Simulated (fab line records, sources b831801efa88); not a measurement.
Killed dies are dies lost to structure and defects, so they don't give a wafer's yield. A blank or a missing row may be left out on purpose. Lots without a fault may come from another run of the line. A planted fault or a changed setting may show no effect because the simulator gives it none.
Which tool did it? | flow sky130 | 12 lots, 36 wafers sampled, at 1 step of a route of 708

WHAT THE GAUGES READ, wafer by wafer
SKY_FIELD_ISO_CD_MEAS_13: target cd 150 nm.
lot  | measured    | on        | cd_nm (nm)
L075 | day 2 08:39 | cd_sem-02 | 147.9 148.3 148.6
L077 | day 2 22:08 | cd_sem-02 | 151.1 149.9 150.2
L079 | day 3 09:10 | cd_sem-01 | 148.7 147.1 148.1
L082 | day 3 23:22 | cd_sem-02 | 151.0 150.4 151.3
L083 | day 4 04:23 | cd_sem-02 | 149.3 149.3 148.9
L085 | day 4 13:05 | cd_sem-02 | 149.3 149.6 148.7
L087 | day 5 07:55 | cd_sem-02 | 150.8 150.3 149.3
L089 | day 5 13:43 | cd_sem-01 | 148.1 148.8 149.8
L091 | day 5 20:19 | cd_sem-02 | 149.5 149.6 150.6
L093 | day 6 07:47 | cd_sem-02 | 147.3 147.6 146.5
L095 | day 6 18:17 | cd_sem-02 | 150.3 149.6 148.5
L097 | day 7 05:16 | cd_sem-01 | 151.5 149.7 150.0

WHICH TOOL RAN EACH LOT (tool, then ch and the chambers of the sampled wafers, then the start)
The record holds no process step before these readings.

THE ANSWER, worked out from the rows above alone
Rule: what is usual is taken from the lots themselves. Put in order of their means at a reading, lots are off if they are a third of the lots or fewer, leave a main group of 4 or more, and stand apart from it by a gap of 3 or more times the standard deviation of the main group's means; of several such gaps the widest counts. A main group whose means are all the same, to the digits that the tables above print for the reading, isn't used. A lot without any number at a reading at which 4 lots or more have one is off too. The other lots that the step has rows for count as sound.
No lot is off at any reading shown: from this, nothing can be told.

WHAT THE SIMULATOR HAD PUT IN
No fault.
